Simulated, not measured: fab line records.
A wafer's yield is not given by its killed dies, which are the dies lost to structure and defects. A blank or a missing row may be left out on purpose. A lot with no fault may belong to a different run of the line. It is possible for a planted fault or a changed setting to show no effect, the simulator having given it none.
Chamber matching	flow gf180mcu	4 sister chambers for GF_V3_ETCH_16 on rie diel-04
The step etches BARC in N2/H2. 20 wafers are shown with their chamber, then 10 later ones without.

== WAFERS PAIRED WITH THEIR CHAMBERS ==
wafer	chamber	throttle valve pct (%)	oes product au (a.u.)
L075.2	2	13.219	0.855
L075.5	1	13.222	0.851
L075.6	0	13.225	0.851
L077.1	3	13.235	0.854
L077.4	2	13.228	0.862
L077.5	3	13.244	0.856
L082.1	2	13.216	0.854
L082.4	1	13.243	0.853
L082.6	0	13.216	0.856
L085.1	0	13.231	0.860
L085.3	3	13.221	0.860
L085.4	1	13.219	0.846
L086.1	2	13.212	0.860
L086.4	0	13.217	0.861
L086.5	0	13.214	0.861
L088.3	2	13.230	0.851
L088.4	1	13.216	0.858
L088.6	2	13.228	0.852
L091.1	2	13.214	0.855
L091.2	1	13.227	0.855

SIGNATURES (averages over the wafers above)
reading	chamber 0	chamber 1	chamber 2	chamber 3	scatter within a chamber
throttle valve pct	13.22060	13.22540	13.22100	13.23333	0.00889
oes product au	0.85780	0.85260	0.85557	0.85667	0.00413
Rule: distance of a wafer from a chamber = root of the sum over the readings of ((wafer's reading minus chamber's mean) / reading's scatter) squared. If the next closest chamber is less than 2 further off than the closest, the wafer can't be placed; otherwise it belongs to the closest. How the scatter is found: for the shown wafers, subtract from each reading the mean of its chamber, square and add these, divide the total by (wafers less chambers), then take the root.

== WAFERS WITH NO CHAMBER GIVEN ==
wafer	throttle valve pct (%)	oes product au (a.u.)
L091.3	13.230	0.855
L091.4	13.227	0.847
L091.5	13.222	0.858
L091.6	13.216	0.856
L093.1	13.230	0.855
L093.2	13.223	0.858
L093.5	13.225	0.852
L094.2	13.204	0.858
L094.3	13.232	0.857
L094.6	13.222	0.855

== EACH ONE'S CHAMBER ==
wafer	from the rows above	in truth
L091.3	can't be placed: 3 or 1 or 2 or 0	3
L091.4	can't be placed: 1 or 2 or 3 or 0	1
L091.5	can't be placed: 0 or 2 or 3 or 1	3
L091.6	can't be placed: 2 or 0 or 1 or 3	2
L093.1	can't be placed: 3 or 1 or 2 or 0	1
L093.2	can't be placed: 0 or 2 or 3 or 1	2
L093.5	can't be placed: 1 or 2 or 3 or 0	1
L094.2	can't be placed: 0 or 2 or 1 or 3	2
L094.3	can't be placed: 3 or 2 or 0 or 1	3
L094.6	can't be placed: 2 or 1 or 0 or 3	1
0 of 10 placed correctly. These rows do not allow placing 10 (true chamber among the candidates in 10). 0 placed wrongly.
